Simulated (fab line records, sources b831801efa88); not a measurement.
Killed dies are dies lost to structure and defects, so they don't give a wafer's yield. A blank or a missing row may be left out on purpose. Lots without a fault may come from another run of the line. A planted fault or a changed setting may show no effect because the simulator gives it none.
fab line records | flow sky130
record lots=5 wafers=15 last_day=49
route steps=708 shown PWDE@84 VT_ADJUST_HVTP@85 VT_ADJUST_LVTN@97
lots that met no fault: from a run of the same line without faults
start_h: hours from the record's first day to the start of the lot's first wafer shown | wait_h: hours since the lot's step before | " the same as in the row above | L1.1+2: a row that stands for several wafers | - no value, or no start given | * or withheld: withheld | < > ~ a bound
route shown NAME@n: a module of which the file shows steps, and the number in the route of the first | usual: mean/standard deviation of fault-free wafers | same: alike in all rows | chamber/n: place in a boat | sites: the reading at each site | _std_site: their standard deviation | _edge_site: outer sites' mean less inner sites' | radius_mm: how far each site lies from the wafer's centre | mask NAME#n: copy n | behind: the tool/chamber that last shaped the wafer | hold: why the lot was held/for how many hours/how that ended | device: the transistor (n, p or np) that didn't switch | end of line: the same wafers' tests at the end of the route | a step without rows: its recipe alone | killed: dies lost to structure and defects at the first sort, not the wafer's yield | map: a wafer's dies, x killed, . not, _ none there
set.NAME: the setting as run; set.NAME@STEP: as run at that earlier step | model.NAME: the simulator's own value behind a step, which no gauge read
lots at some steps of the route; a table a step, a row a wafer
services: from which hour (start_h, from the record's first day; less than 0 if before it) a tool's chamber was out of use, for how many hours, and why
## steps
# step SKY_NWELL_RS_MEAS_31
# recipe thk_meas_gauge=four-point-probe
# usual PWDE_RS=5282/18
# columns lot.wafer tool chamber start_h wait_h PWDE_RS[ohm/sq]
L086.1 film_metro-01 - 178.98 0.1 5270
L086.2 " - " " 5280
L086.3 " - " " 5283
L088.1 film_metro-03 - 183.64 0.1 5239
L088.2 " - " " 5254
L088.5 " - " " 5256
L090.1 film_metro-01 - 221.02 0.1 5263
L090.5 " - " " 5259
L090.6 " - " " 5264
L092.1 film_metro-03 - 221.20 0.1 5288
L092.2 " - " " 5262
L092.4 " - " " 5290
L093.1 film_metro-03 - 221.90 0.1 5284
L093.4 " - " " 5265
L093.6 " - " " 5286
# step SKY_VT_ADJUST_HVTP_DEHYDRATE_00
# recipe temp_c=200 time_s=60
# same time_s=60
# columns lot.wafer tool chamber start_h wait_h
L086.1+2+3 litho_track-03 0 188.87 9.9
L088.1+2+5 litho_track-02 0 194.10 10.4
L090.1+5+6 litho_track-04 0 231.25 10.2
L092.1+2+4 litho_track-03 0 231.82 10.6
L093.1+4+6 litho_track-02 0 232.59 10.7
# step SKY_VT_ADJUST_HVTP_HMDS_01
# recipe prime_time_s=60 prime_temp_c=120
# columns lot.wafer tool chamber start_h wait_h
L086.1+2+3 litho_track-03 0 189.02 0.1
L088.1+2+5 litho_track-02 0 194.25 0.1
L090.1+5+6 litho_track-04 0 231.40 0.1
L092.1+2+4 litho_track-03 0 231.97 0.1
L093.1+4+6 litho_track-02 0 232.74 0.1
# step SKY_VT_ADJUST_HVTP_COAT_02
# recipe resist=NOVOLAK spin_rpm=3000 resist_thk_nm=1140
# usual dispense_pressure_kPa=52.8/2.6
# columns lot.wafer tool chamber start_h wait_h dispense_pressure_kPa
L086.1 litho_track-03 0 189.17 0.1 50.6
L086.2 " 0 " " 50.6
L086.3 " 0 " " 50.6
L088.1 litho_track-02 0 194.40 0.1 51.2
L088.2 " 0 " " 51.2
L088.5 " 0 " " 51.2
L090.1 litho_track-04 0 231.55 0.1 56.5
L090.5 " 0 " " 56.6
L090.6 " 0 " " 56.5
L092.1 litho_track-03 0 232.12 0.1 50.6
L092.2 " 0 " " 50.6
L092.4 " 0 " " 50.6
L093.1 litho_track-02 0 232.89 0.1 51.2
L093.4 " 0 " " 51.2
L093.6 " 0 " " 51.2
# step SKY_VT_ADJUST_HVTP_SOFTBAKE_03
# recipe temp_c=90 time_s=60 resist=NOVOLAK
# same time_s=60
# columns lot.wafer tool chamber start_h wait_h
L086.1+2+3 litho_track-03 0 189.32 0.1
L088.1+2+5 litho_track-02 0 194.55 0.1
L090.1+5+6 litho_track-04 0 231.70 0.1
L092.1+2+4 litho_track-03 0 232.27 0.1
L093.1+4+6 litho_track-02 0 233.04 0.1
# step SKY_VT_ADJUST_HVTP_EXPOSE_04
# recipe mask_id=HVTPM na=0.6 source_shape=conventional sigma_outer=0.6 polarization=unpolarized target_cd_nm=380 dose_mj=140
# same na=0.6 sigma_outer=0.6
# columns lot.wafer tool chamber start_h wait_h mask
L086.1+2+3 iline_stepper-02 0 - - HVTPM#0
L088.1+2+5 iline_stepper-01 0 - - HVTPM#0
L090.1+5+6 iline_stepper-02 0 - - HVTPM#0
L092.1+2+4 iline_stepper-02 0 - - HVTPM#0
L093.1+4+6 iline_stepper-01 0 - - HVTPM#0
# step SKY_VT_ADJUST_HVTP_PEB_05
# recipe temp_c=withheld time_s=* resist=NOVOLAK
# same time_s=*
# columns lot.wafer tool chamber start_h wait_h
L086.1+2+3 litho_track-02 0 - -
L088.1+2+5 litho_track-04 0 - -
L090.1+5+6 litho_track-04 0 - -
L092.1+2+4 litho_track-03 0 - -
L093.1+4+6 litho_track-03 0 - -
# step SKY_VT_ADJUST_HVTP_DEVELOP_06
# recipe resist=NOVOLAK developer=TMAH develop_time_s=60 dev_temp_c=23
# columns lot.wafer tool chamber start_h wait_h
L086.1+2+3 litho_track-02 0 200.65 0.1
L088.1+2+5 litho_track-04 0 204.65 0.1
L090.1+5+6 litho_track-04 0 243.70 0.1
L092.1+2+4 litho_track-03 0 243.82 0.1
L093.1+4+6 litho_track-03 0 244.12 0.1
# step SKY_VT_ADJUST_HVTP_CD_MEAS_07
# recipe target_cd_nm=380
# usual cd_nm=381.3/2.4
# columns lot.wafer tool chamber start_h wait_h cd_nm
L086.1 cd_sem-02 - 200.80 0.1 381.1
L086.2 " - " " 380.8
L086.3 " - " " 385.0
L088.1 cd_sem-02 - 204.80 0.1 383.2
L088.2 " - " " 383.1
L088.5 " - " " 383.0
L090.1 cd_sem-02 - 243.85 0.1 384.7
L090.5 " - " " 384.3
L090.6 " - " " 383.1
L092.1 cd_sem-01 - 243.97 0.1 383.4
L092.2 " - " " 381.1
L092.4 " - " " 379.4
L093.1 cd_sem-01 - 244.27 0.1 379.6
L093.4 " - " " 382.4
L093.6 " - " " 380.4
# step SKY_VT_ADJUST_HVTP_OVL_MEAS_08
# usual VT_ADJUST_HVTP_OVL=-1.2/1.6
# columns lot.wafer tool chamber start_h wait_h VT_ADJUST_HVTP_OVL[nm]
L086.1 overlay-02 - 200.92 0.1 -3.1
L086.2 " - " " -0.9
L086.3 " - " " 0.0
L088.1 overlay-02 - 204.92 0.1 -0.4
L088.2 " - " " -1.3
L088.5 " - " " -0.1
L090.1 overlay-02 - 243.97 0.1 -2.2
L090.5 " - " " -2.2
L090.6 " - " " -3.1
L092.1 overlay-01 - 244.09 0.1 0.1
L092.2 " - " " 0.1
L092.4 " - " " 0.0
L093.1 overlay-01 - 244.39 0.1 0.6
L093.4 " - " " -2.7
L093.6 " - " " -0.4
# step SKY_VT_ADJUST_HVTP_IMPLANT_09
# recipe species=As energy_kev=150 dose_cm2=4.3e+12 tilt_deg=withheld
# columns lot.wafer tool chamber start_h wait_h
L086.1+2+3 implanter-01 0 200.95 0.0
L088.1+2+5 implanter-03 0 204.96 0.0
L090.1+5+6 implanter-01 0 244.01 0.0
L092.1+2+4 implanter-02 0 244.12 0.0
L093.1+4+6 implanter-03 0 244.42 0.0
# step SKY_VT_ADJUST_HVTP_STRIP_10
# recipe chemistry=O2/N2 power_w=1400 pressure_mtorr=1500 platen_temp_c=withheld o2_flow_sccm=3000 n2_flow_sccm=300 overash_fraction=0.5
# usual drypump_motor_current_A=5.5/0.43 oes_product_au=0.716/0.0046 strip_time_to_endpoint_s=14.18/0.037
# columns lot.wafer tool chamber start_h wait_h drypump_motor_current_A oes_product_au rf_hours_counter_h strip_time_to_endpoint_s
L086.1 plasma_asher-03 0 201.10 0.1 5.7 0.712 39 14.18
L086.2 " 1 " " 6.2 0.722 39 14.22
L086.3 " 0 " " 5.7 0.724 - 14.20
L088.1 plasma_asher-02 1 205.11 0.1 5.0 0.722 48 14.20
L088.2 " 0 " " 5.2 0.723 48 14.13
L088.5 " 1 " " 5.0 0.715 - 14.18
L090.1 plasma_asher-03 0 244.16 0.1 5.7 0.724 43 14.10
L090.5 " 0 " " 5.7 0.707 - 14.12
L090.6 " 1 " " 6.2 0.721 - 14.11
L092.1 plasma_asher-01 0 244.27 0.1 5.8 0.713 12 14.12
L092.2 " 1 " " 5.6 0.720 12 14.16
L092.4 " 1 " " 5.7 0.723 - 14.15
L093.1 plasma_asher-02 1 244.57 0.1 5.0 0.711 51 14.19
L093.4 " 0 " " 5.2 0.714 - 14.19
L093.6 " 1 " " 5.0 0.723 - 14.19
# step SKY_VT_ADJUST_HVTP_TW_MEAS_11
# usual VT_ADJUST_HVTP_TW=1354/6.1
# columns lot.wafer tool chamber start_h wait_h VT_ADJUST_HVTP_TW
L086.1 film_metro-02 - 201.20 0.1 1356
L086.2 " - " " 1355
L086.3 " - " " 1355
L088.1 film_metro-03 - 205.21 0.1 1351
L088.2 " - " " 1357
L088.5 " - " " 1357
L090.1 film_metro-02 - 244.26 0.1 1351
L090.5 " - " " 1353
L090.6 " - " " 1352
L092.1 film_metro-03 - 244.37 0.1 1357
L092.2 " - " " 1344
L092.4 " - " " 1357
L093.1 film_metro-03 - 244.67 0.1 1350
L093.4 " - " " 1346
L093.6 " - " " 1350
# step SKY_VT_ADJUST_LVTN_DEHYDRATE_00
# recipe temp_c=200 time_s=60
# same time_s=60
# columns lot.wafer tool chamber start_h wait_h
L086.1+2+3 litho_track-02 0 210.90 9.7
L088.1+2+5 litho_track-04 0 216.05 10.8
L090.1+5+6 litho_track-01 0 255.09 10.8
L092.1+2+4 litho_track-02 0 255.59 11.2
L093.1+4+6 litho_track-01 0 255.74 11.1
# step SKY_VT_ADJUST_LVTN_HMDS_01
# recipe prime_time_s=60 prime_temp_c=120
# columns lot.wafer tool chamber start_h wait_h
L086.1+2+3 litho_track-02 0 211.05 0.1
L088.1+2+5 litho_track-04 0 216.20 0.1
L090.1+5+6 litho_track-01 0 255.24 0.1
L092.1+2+4 litho_track-02 0 255.74 0.1
L093.1+4+6 litho_track-01 0 255.89 0.1
# step SKY_VT_ADJUST_LVTN_COAT_02
# recipe spin_rpm=2000 resist_thk_nm=3000
# usual dispense_pressure_kPa=51/5.4
# columns lot.wafer tool chamber start_h wait_h dispense_pressure_kPa
L086.1 litho_track-02 0 211.20 0.1 51
L086.2 " 0 " " 51
L086.3 " 0 " " 51
L088.1 litho_track-04 0 216.35 0.1 57
L088.2 " 0 " " 57
L088.5 " 0 " " 57
L090.1 litho_track-01 0 255.39 0.1 43
L090.5 " 0 " " 43
L090.6 " 0 " " 43
L092.1 litho_track-02 0 255.89 0.1 51
L092.2 " 0 " " 51
L092.4 " 0 " " 51
L093.1 litho_track-01 0 256.04 0.1 43
L093.4 " 0 " " 43
L093.6 " 0 " " 43
# step SKY_VT_ADJUST_LVTN_SOFTBAKE_03
# recipe temp_c=110 time_s=withheld
# columns lot.wafer tool chamber start_h wait_h
L086.1+2+3 litho_track-02 0 211.35 0.1
L088.1+2+5 litho_track-04 0 216.50 0.1
L090.1+5+6 litho_track-01 0 255.54 0.1
L092.1+2+4 litho_track-02 0 256.04 0.1
L093.1+4+6 litho_track-01 0 256.19 0.1
## services
# columns tool chamber start_h hours kind
plasma_asher-01 - 168.07 0.9 repair
implanter-02 - 184.82 1.2 repair
implanter-02 - 194.16 19.7 pm
iline_stepper-02 - 215.82 1.7 pm
implanter-02 - 232.36 0.6 repair
## key
fault none
